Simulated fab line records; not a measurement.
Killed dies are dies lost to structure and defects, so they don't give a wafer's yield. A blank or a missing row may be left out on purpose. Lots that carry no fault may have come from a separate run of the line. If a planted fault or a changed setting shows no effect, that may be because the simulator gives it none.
fab line records	flow gf180mcu
[record] lots = 24	wafers = 72	last-day = 34
route steps=602 shown M2@377 V2@404 V3@431 V4@500 MIM@504
lots with no fault: from the same line, run without faults
start-h: start of the lot's first displayed wafer, in hours after the record's first day	wait-h: hours from the lot's prior step to this one	" as in the row above	L1.1+2: a row that stands for several wafers	- no value, or no start was given	* or withheld: withheld	< > ~ a bound
route shown NAME@n: a module of which the file shows steps, and the number in the route of the first	usual: mean/standard deviation of fault-free wafers	same: alike in all rows	chamber/n: place in a boat	sites: the reading at each site	_std_site: standard deviation across them	_edge_site: outer sites' mean less inner sites'	radius-mm: for every site, how far away it sits from the centre of the wafer	mask NAME#n: copy n	behind: the tool/chamber that last shaped the wafer	hold: cause of the lot's hold/its duration in hours/its outcome	device: the transistor (n, p or np) that didn't switch	end of line: the route-end tests of the same wafers	for a step that has no rows: nothing shown but its recipe	killed: the dies lost at the first sort to structure and to defects; this is not the yield of the wafer	map: the dies of a wafer, with x for killed, . for not killed, _ for no die there
set.NAME: setting as actually run; set.NAME@STEP: the setting as run at that earlier step	model.NAME: the simulator's own value behind a step, which no gauge read
one table for each step of the route and one row for each wafer, over a sample of lots
services: the hour from which a tool's chamber was out of use, counted from the record's first day as start-h (under 0 if before that day), plus the number of hours and why
[[steps]]
[step GF_M2_OVL_MEAS_15]
[usual] M2_OVL = 2/4.7
lot.wafer	tool	chamber	start-h	wait-h	M2_OVL[nm]
L074.1	overlay-02	-	441.74	0.1	-1
L074.3	"	-	"	"	-8
L074.5	"	-	"	"	-6
L075.1	overlay-01	-	441.99	0.1	-2
L075.2	"	-	"	"	4
L075.3	"	-	"	"	-5
L076.1	overlay-01	-	458.54	0.1	1
L076.5	"	-	"	"	6
L076.6	"	-	"	"	2
L077.1	overlay-01	-	463.44	0.1	4
L077.3	"	-	"	"	8
L077.4	"	-	"	"	3
L078.1	overlay-02	-	476.48	0.1	4
L078.2	"	-	"	"	1
L078.5	"	-	"	"	5
L079.1	overlay-01	-	484.84	0.1	2
L079.3	"	-	"	"	5
L079.4	"	-	"	"	-10
L080.3	overlay-02	-	500.14	0.1	-6
L080.5	"	-	"	"	1
L080.6	"	-	"	"	1
L081.3	overlay-02	-	506.45	0.1	1
L081.5	"	-	"	"	6
L081.6	"	-	"	"	6
L082.1	overlay-02	-	516.59	0.1	6
L082.2	"	-	"	"	1
L082.4	"	-	"	"	1
L083.3	overlay-01	-	523.29	0.1	-5
L083.4	"	-	"	"	-2
L083.6	"	-	"	"	-5
L084.2	overlay-02	-	527.19	0.1	5
L084.4	"	-	"	"	1
L084.5	"	-	"	"	3
L085.2	overlay-01	-	535.39	0.1	-1
L085.3	"	-	"	"	0
L085.6	"	-	"	"	2
L086.2	overlay-02	-	550.84	0.1	3
L086.4	"	-	"	"	-3
L086.6	"	-	"	"	1
L087.1	overlay-01	-	555.69	0.1	7
L087.2	"	-	"	"	-2
L087.4	"	-	"	"	5
L088.1	overlay-01	-	560.54	0.1	7
L088.2	"	-	"	"	13
L088.4	"	-	"	"	11
L089.3	overlay-02	-	570.25	0.1	-2
L089.4	"	-	"	"	-8
L089.6	"	-	"	"	1
L090.1	overlay-02	-	576.03	0.1	2
L090.5	"	-	"	"	0
L090.6	"	-	"	"	-2
L091.1	overlay-01	-	583.19	0.1	4
L091.5	"	-	"	"	2
L091.6	"	-	"	"	4
L092.1	overlay-02	-	588.28	0.1	6
L092.2	"	-	"	"	7
L092.3	"	-	"	"	3
L093.2	overlay-01	-	604.09	0.1	1
L093.3	"	-	"	"	-1
L093.6	"	-	"	"	1
L094.1	overlay-01	-	606.73	0.1	-2
L094.2	"	-	"	"	-3
L094.4	"	-	"	"	-3
L095.3	overlay-01	-	613.69	0.1	4
L095.4	"	-	"	"	0
L095.6	"	-	"	"	1
L096.3	overlay-01	-	622.15	0.1	11
L096.4	"	-	"	"	5
L096.5	"	-	"	"	9
L097.1	overlay-01	-	634.19	0.1	-2
L097.5	"	-	"	"	2
L097.6	"	-	"	"	2
[step GF_V2_SPUTTER_22]
[recipe] material = TiN	target-thk-nm = 10	chamber-pressure-pa = 5	power-w = 4000	time-s = 40
[usual] throttle-valve-pct = 29.8/0.87
lot.wafer	tool	chamber	start-h	wait-h	throttle-valve-pct
L074.1	pvd-sputter-04	-	468.20	0.0	29.8
L074.3	"	-	"	"	30.4
L074.5	"	-	"	"	30.8
L075.1	pvd-sputter-01	-	468.44	0.0	28.8
L075.2	"	-	"	"	29.9
L075.3	"	-	"	"	28.6
L076.1	pvd-sputter-04	-	485.33	0.0	31.1
L076.5	"	-	"	"	31.3
L076.6	"	-	"	"	30.1
L077.1	pvd-sputter-02	-	489.05	0.0	30.8
L077.3	"	-	"	"	29.8
L077.4	"	-	"	"	29.1
L078.1	pvd-sputter-04	-	501.69	0.0	28.4
L078.2	"	-	"	"	29.8
L078.5	"	-	"	"	30.2
L079.1	pvd-sputter-02	-	510.75	0.0	28.8
L079.3	"	-	"	"	30.5
L079.4	"	-	"	"	30.0
L080.3	pvd-sputter-02	-	525.02	0.0	30.4
L080.5	"	-	"	"	30.3
L080.6	"	-	"	"	30.5
L081.3	pvd-sputter-01	-	531.53	0.0	29.6
L081.5	"	-	"	"	28.6
L081.6	"	-	"	"	28.9
L082.1	pvd-sputter-02	-	541.56	0.0	30.8
L082.2	"	-	"	"	28.9
L082.4	"	-	"	"	30.4
L083.3	pvd-sputter-01	-	548.36	0.0	28.7
L083.4	"	-	"	"	31.2
L083.6	"	-	"	"	28.6
L084.2	pvd-sputter-01	-	552.69	0.0	29.7
L084.4	"	-	"	"	28.6
L084.5	"	-	"	"	28.8
L085.2	pvd-sputter-04	-	559.52	0.0	29.7
L085.3	"	-	"	"	30.3
L085.6	"	-	"	"	28.7
L086.2	pvd-sputter-02	-	575.20	0.0	28.9
L086.4	"	-	"	"	30.0
L086.6	"	-	"	"	30.4
L087.1	pvd-sputter-01	-	580.12	0.0	29.0
L087.2	"	-	"	"	29.9
L087.4	"	-	"	"	28.6
L088.1	pvd-sputter-01	-	584.92	0.0	29.6
L088.2	"	-	"	"	28.8
L088.4	"	-	"	"	31.0
L089.3	pvd-sputter-01	-	594.19	0.0	28.9
L089.4	"	-	"	"	31.1
L089.6	"	-	"	"	30.8
L090.1	pvd-sputter-04	-	599.75	0.0	29.8
L090.5	"	-	"	"	31.1
L090.6	"	-	"	"	29.7
L091.1	pvd-sputter-01	-	606.15	0.0	30.9
L091.5	"	-	"	"	31.1
L091.6	"	-	"	"	28.4
L092.1	pvd-sputter-02	-	611.38	0.0	30.4
L092.2	"	-	"	"	30.6
L092.3	"	-	"	"	29.0
L093.2	pvd-sputter-02	-	627.02	0.0	30.5
L093.3	"	-	"	"	29.1
L093.6	"	-	"	"	30.3
L094.1	pvd-sputter-02	-	629.55	0.0	30.7
L094.2	"	-	"	"	29.1
L094.4	"	-	"	"	30.7
L095.3	pvd-sputter-02	-	636.33	0.0	29.0
L095.4	"	-	"	"	29.7
L095.6	"	-	"	"	30.3
L096.3	pvd-sputter-01	-	645.24	0.0	30.9
L096.4	"	-	"	"	28.7
L096.5	"	-	"	"	30.8
L097.1	pvd-sputter-01	-	655.56	0.0	29.2
L097.5	"	-	"	"	28.8
L097.6	"	-	"	"	28.6
[step GF_V3_CVD_02]
[recipe] material = SiO2	target-thk-nm = 850	precursor = TEOS	temp-c = 400	time-s = 94.851	rf-w = 600
[usual] heater-power-w = 676/87
lot.wafer	tool	chamber	start-h	wait-h	heater-power-w
L074.1	pecvd-02	0	494.39	0.1	511
L074.3	"	1	"	"	737
L074.5	"	1	"	"	599
L075.1	pecvd-01	2	494.49	0.1	734
L075.2	"	1	"	"	608
L075.3	"	0	"	"	646
L076.1	pecvd-02	2	510.97	0.1	683
L076.5	"	2	"	"	723
L076.6	"	1	"	"	606
L077.1	pecvd-02	1	513.88	0.1	760
L077.3	"	2	"	"	733
L077.4	"	1	"	"	611
L078.1	pecvd-01	2	526.06	0.1	676
L078.2	"	1	"	"	706
L078.5	"	1	"	"	723
L079.1	pecvd-04	1	535.58	0.1	734
L079.3	"	2	"	"	548
L079.4	"	2	"	"	593
L080.3	pecvd-02	0	549.83	0.0	626
L080.5	"	0	"	"	487
L080.6	"	2	"	"	604
L081.3	pecvd-01	1	556.16	0.0	759
L081.5	"	0	"	"	713
L081.6	"	1	"	"	606
L082.1	pecvd-01	0	565.35	0.1	655
L082.2	"	2	"	"	824
L082.4	"	1	"	"	707
L083.3	pecvd-01	0	571.83	0.0	750
L083.4	"	0	"	"	794
L083.6	"	2	"	"	831
L084.2	pecvd-04	1	576.50	0.0	737
L084.4	"	1	"	"	790
L084.5	"	0	"	"	609
L085.2	pecvd-01	1	583.17	0.0	749
L085.3	"	2	"	"	805
L085.6	"	2	"	"	678
L086.2	pecvd-02	0	598.45	0.0	601
L086.4	"	2	"	"	700
L086.6	"	0	"	"	493
L087.1	pecvd-04	2	603.94	0.1	605
L087.2	"	1	"	"	750
L087.4	"	0	"	"	564
L088.1	pecvd-02	2	607.89	0.1	664
L088.2	"	1	"	"	632
L088.4	"	0	"	"	627
L089.3	pecvd-02	0	616.93	0.0	530
L089.4	"	0	"	"	567
L089.6	"	2	"	"	617
L090.1	pecvd-04	1	622.38	0.1	649
L090.5	"	1	"	"	730
L090.6	"	0	"	"	550
L091.1	pecvd-04	0	628.89	0.1	564
L091.5	"	0	"	"	599
L091.6	"	1	"	"	747
L092.1	pecvd-01	1	632.80	0.1	662
L092.2	"	2	"	"	814
L092.3	"	0	"	"	793
L093.2	pecvd-02	0	648.62	0.0	524
L093.3	"	2	"	"	718
L093.6	"	1	"	"	595
L094.1	pecvd-01	1	651.90	0.1	754
L094.2	"	2	"	"	724
L094.4	"	2	"	"	805
L095.3	pecvd-02	0	657.44	0.0	629
L095.4	"	0	"	"	475
L095.6	"	2	"	"	758
L096.3	pecvd-01	1	666.66	0.0	635
L096.4	"	2	"	"	692
L096.5	"	0	"	"	607
L097.1	pecvd-01	2	676.84	0.1	809
L097.5	"	0	"	"	742
L097.6	"	2	"	"	872
[step GF_V3_THK_MEAS_25]
[recipe] thk-meas-gauge = xrf	reads = W_of_V3_CVD_23
[usual] V3_W_THK = 349/6
lot.wafer	tool	chamber	start-h	wait-h	V3_W_THK[nm]
L074.1	film-metro-04	-	519.40	0.1	348
L074.3	"	-	"	"	342
L074.5	"	-	"	"	351
L075.1	film-metro-01	-	519.71	0.1	352
L075.2	"	-	"	"	362
L075.3	"	-	"	"	365
L076.1	film-metro-04	-	535.49	0.1	350
L076.5	"	-	"	"	353
L076.6	"	-	"	"	343
L077.1	film-metro-04	-	539.00	0.1	338
L077.3	"	-	"	"	337
L077.4	"	-	"	"	346
L078.1	film-metro-02	-	550.88	0.1	340
L078.2	"	-	"	"	348
L078.5	"	-	"	"	338
L079.1	film-metro-02	-	559.90	0.1	348
L079.3	"	-	"	"	349
L079.4	"	-	"	"	358
L080.3	film-metro-01	-	573.69	0.1	356
L080.5	"	-	"	"	353
L080.6	"	-	"	"	351
L081.3	film-metro-02	-	580.56	0.1	361
L081.5	"	-	"	"	357
L081.6	"	-	"	"	344
L082.1	film-metro-01	-	589.69	0.1	357
L082.2	"	-	"	"	356
L082.4	"	-	"	"	352
L083.3	film-metro-04	-	594.69	0.1	338
L083.4	"	-	"	"	346
L083.6	"	-	"	"	341
L084.2	film-metro-04	-	599.71	0.1	345
L084.4	"	-	"	"	352
L084.5	"	-	"	"	351
L085.2	film-metro-04	-	606.07	0.1	350
L085.3	"	-	"	"	344
L085.6	"	-	"	"	346
L086.2	film-metro-01	-	620.72	0.1	345
L086.4	"	-	"	"	343
L086.6	"	-	"	"	356
L087.1	film-metro-02	-	626.21	0.1	347
L087.2	"	-	"	"	351
L087.4	"	-	"	"	340
L088.1	film-metro-02	-	630.22	0.1	348
L088.2	"	-	"	"	343
L088.4	"	-	"	"	344
L089.3	film-metro-01	-	638.45	0.1	353
L089.4	"	-	"	"	357
L089.6	"	-	"	"	358
L090.1	film-metro-02	-	644.05	0.1	345
L090.5	"	-	"	"	352
L090.6	"	-	"	"	346
L091.1	film-metro-04	-	650.73	0.1	353
L091.5	"	-	"	"	351
L091.6	"	-	"	"	354
L092.1	film-metro-04	-	654.60	0.1	343
L092.2	"	-	"	"	349
L092.3	"	-	"	"	350
L093.2	film-metro-04	-	669.98	0.1	343
L093.3	"	-	"	"	343
L093.6	"	-	"	"	351
L094.1	film-metro-01	-	673.12	0.1	362
L094.2	"	-	"	"	346
L094.4	"	-	"	"	358
L095.3	film-metro-01	-	678.24	0.1	356
L095.4	"	-	"	"	347
L095.6	"	-	"	"	354
L096.3	film-metro-01	-	687.27	0.1	352
L096.4	"	-	"	"	354
L096.5	"	-	"	"	355
L097.1	film-metro-02	-	697.08	0.1	350
L097.5	"	-	"	"	354
L097.6	"	-	"	"	349
[step GF_V4_RS_MEAS_24]
[recipe] thk-meas-gauge = four-point-probe	reads = W_of_V4_CVD_23+TiN_of_V4_SPUTTER_22+Ti_of_V4_SPUTTER_21
[usual] V4_W_RS = 0.327/0.0047
lot.wafer	tool	chamber	start-h	wait-h	V4_W_RS[ohm/sq]
L074.1	film-metro-03	-	567.51	0.1	0.324
L074.3	"	-	"	"	0.320
L074.5	"	-	"	"	0.326
L075.1	film-metro-03	-	568.01	0.1	0.324
L075.2	"	-	"	"	0.319
L075.3	"	-	"	"	0.330
L076.1	film-metro-03	-	582.85	0.1	0.318
L076.5	"	-	"	"	0.325
L076.6	"	-	"	"	0.324
L077.1	film-metro-03	-	586.90	0.1	0.324
L077.3	"	-	"	"	0.323
L077.4	"	-	"	"	0.329
L078.1	film-metro-02	-	598.24	0.1	0.330
L078.2	"	-	"	"	0.334
L078.5	"	-	"	"	0.332
L079.1	film-metro-03	-	605.98	0.1	0.328
L079.3	"	-	"	"	0.320
L079.4	"	-	"	"	0.326
L080.3	film-metro-04	-	618.70	0.1	0.324
L080.5	"	-	"	"	0.321
L080.6	"	-	"	"	0.330
L081.3	film-metro-04	-	626.03	0.1	0.319
L081.5	"	-	"	"	0.325
L081.6	"	-	"	"	0.323
L082.1	film-metro-02	-	634.78	0.1	0.320
L082.2	"	-	"	"	0.325
L082.4	"	-	"	"	0.317
L083.3	film-metro-02	-	639.62	0.1	0.327
L083.4	"	-	"	"	0.329
L083.6	"	-	"	"	0.325
L084.2	film-metro-03	-	645.00	0.1	0.334
L084.4	"	-	"	"	0.331
L084.5	"	-	"	"	0.334
L085.2	film-metro-04	-	650.30	0.1	0.327
L085.3	"	-	"	"	0.329
L085.6	"	-	"	"	0.331
L086.2	film-metro-04	-	664.18	0.1	0.335
L086.4	"	-	"	"	0.329
L086.6	"	-	"	"	0.328
L087.1	film-metro-02	-	668.41	0.1	0.331
L087.2	"	-	"	"	0.335
L087.4	"	-	"	"	0.330
L088.1	film-metro-02	-	673.44	0.1	0.328
L088.2	"	-	"	"	0.331
L088.4	"	-	"	"	0.330
L089.3	film-metro-03	-	679.70	0.1	0.333
L089.4	"	-	"	"	0.332
L089.6	"	-	"	"	0.326
L090.1	film-metro-02	-	686.46	0.1	0.334
L090.5	"	-	"	"	0.329
L090.6	"	-	"	"	0.330
L091.1	film-metro-03	-	692.67	0.1	0.331
L091.5	"	-	"	"	0.321
L091.6	"	-	"	"	0.330
L092.1	film-metro-03	-	696.26	0.1	0.330
L092.2	"	-	"	"	0.333
L092.3	"	-	"	"	0.337
L093.2	film-metro-04	-	710.58	0.1	0.330
L093.3	"	-	"	"	0.327
L093.6	"	-	"	"	0.331
L094.1	film-metro-02	-	713.48	0.1	0.324
L094.2	"	-	"	"	0.323
L094.4	"	-	"	"	0.329
L095.3	film-metro-03	-	718.72	0.1	0.325
L095.4	"	-	"	"	0.335
L095.6	"	-	"	"	0.326
L096.3	film-metro-03	-	726.85	0.1	0.323
L096.4	"	-	"	"	0.328
L096.5	"	-	"	"	0.323
L097.1	film-metro-04	-	735.78	0.1	0.329
L097.5	"	-	"	"	0.326
L097.6	"	-	"	"	0.323
[step GF_MIM_SPUTTER_01]
[recipe] material = TiN	target-thk-nm = 30	power-w = 6500	time-s = 25	chamber-pressure-pa = 0.4
[usual] throttle-valve-pct = 29.9/1
lot.wafer	tool	chamber	start-h	wait-h	throttle-valve-pct
L074.1	pvd-sputter-03	-	568.09	0.1	30.9
L074.3	"	-	"	"	29.7
L074.5	"	-	"	"	28.6
L075.1	pvd-sputter-04	-	568.59	0.1	31.0
L075.2	"	-	"	"	28.4
L075.3	"	-	"	"	29.4
L076.1	pvd-sputter-01	-	583.43	0.1	31.0
L076.5	"	-	"	"	28.9
L076.6	"	-	"	"	29.6
L077.1	pvd-sputter-03	-	587.48	0.1	29.0
L077.3	"	-	"	"	31.3
L077.4	"	-	"	"	30.0
L078.1	pvd-sputter-03	-	598.82	0.1	28.8
L078.2	"	-	"	"	31.2
L078.5	"	-	"	"	31.0
L079.1	pvd-sputter-01	-	606.82	0.1	28.4
L079.3	"	-	"	"	28.6
L079.4	"	-	"	"	30.8
L080.3	pvd-sputter-03	-	619.24	0.1	31.3
L080.5	"	-	"	"	31.2
L080.6	"	-	"	"	31.3
L081.3	pvd-sputter-01	-	626.58	0.1	30.0
L081.5	"	-	"	"	28.6
L081.6	"	-	"	"	28.9
L082.1	pvd-sputter-04	-	635.36	0.1	28.4
L082.2	"	-	"	"	31.0
L082.4	"	-	"	"	29.5
L083.3	pvd-sputter-04	-	640.16	0.1	28.4
L083.4	"	-	"	"	28.6
L083.6	"	-	"	"	31.1
L084.2	pvd-sputter-04	-	645.56	0.1	31.1
L084.4	"	-	"	"	29.6
L084.5	"	-	"	"	30.6
L085.2	pvd-sputter-04	-	650.86	0.1	31.0
L085.3	"	-	"	"	28.4
L085.6	"	-	"	"	28.6
L086.2	pvd-sputter-01	-	664.74	0.1	29.0
L086.4	"	-	"	"	31.0
L086.6	"	-	"	"	29.9
L087.1	pvd-sputter-04	-	668.99	0.1	29.6
L087.2	"	-	"	"	28.7
L087.4	"	-	"	"	30.5
L088.1	pvd-sputter-01	-	674.02	0.1	28.7
L088.2	"	-	"	"	31.0
L088.4	"	-	"	"	28.8
L089.3	pvd-sputter-03	-	680.24	0.1	31.1
L089.4	"	-	"	"	30.0
L089.6	"	-	"	"	31.2
L090.1	pvd-sputter-04	-	687.31	0.1	28.6
L090.5	"	-	"	"	28.9
L090.6	"	-	"	"	30.5
L091.1	pvd-sputter-03	-	693.25	0.1	31.5
L091.5	"	-	"	"	30.0
L091.6	"	-	"	"	31.4
L092.1	pvd-sputter-01	-	696.84	0.1	29.0
L092.2	"	-	"	"	31.0
L092.3	"	-	"	"	28.7
L093.2	pvd-sputter-03	-	711.25	0.1	31.2
L093.3	"	-	"	"	29.0
L093.6	"	-	"	"	28.8
L094.1	pvd-sputter-04	-	714.06	0.1	30.5
L094.2	"	-	"	"	28.4
L094.4	"	-	"	"	29.7
L095.3	pvd-sputter-04	-	719.26	0.1	30.6
L095.4	"	-	"	"	31.0
L095.6	"	-	"	"	30.8
L096.3	pvd-sputter-01	-	727.39	0.1	29.7
L096.4	"	-	"	"	30.9
L096.5	"	-	"	"	29.0
L097.1	pvd-sputter-04	-	736.36	0.1	29.8
L097.5	"	-	"	"	29.3
L097.6	"	-	"	"	30.4
[[services]]
tool	chamber	start-h	hours	kind
pecvd-01	-	444.90	2.8	pm
pvd-sputter-04	-	445.56	2.9	repair
pecvd-01	2	463.72	6.8	repair
pvd-sputter-02	-	474.44	3.5	repair
pecvd-01	-	478.94	5.6	repair
pecvd-02	-	489.20	0.8	repair
pvd-sputter-02	-	491.33	12.8	repair
pecvd-04	-	570.04	0.3	repair
pvd-sputter-04	-	573.51	2.1	repair
pecvd-01	-	591.12	14.0	pm
pvd-sputter-04	-	604.51	3.5	repair
pvd-sputter-01	-	615.46	2.5	repair
pvd-sputter-02	-	617.70	6.2	repair
pecvd-01	-	626.20	1.2	repair
pvd-sputter-04	3	626.44	-	consumable-replace:kit
pecvd-04	-	640.10	0.8	repair
pecvd-01	-	641.87	2.6	repair
pvd-sputter-01	3	665.08	-	consumable-replace:kit
pvd-sputter-01	3	665.08	18.0	scheduled-down
pvd-sputter-01	3	665.08	18.0	vent-cycle
pvd-sputter-03	-	677.38	1.3	repair
pecvd-01	0	686.89	5.3	repair
pecvd-01	0	712.52	2.5	repair
pecvd-02	1	712.69	14.3	repair
[[key]]
fault none
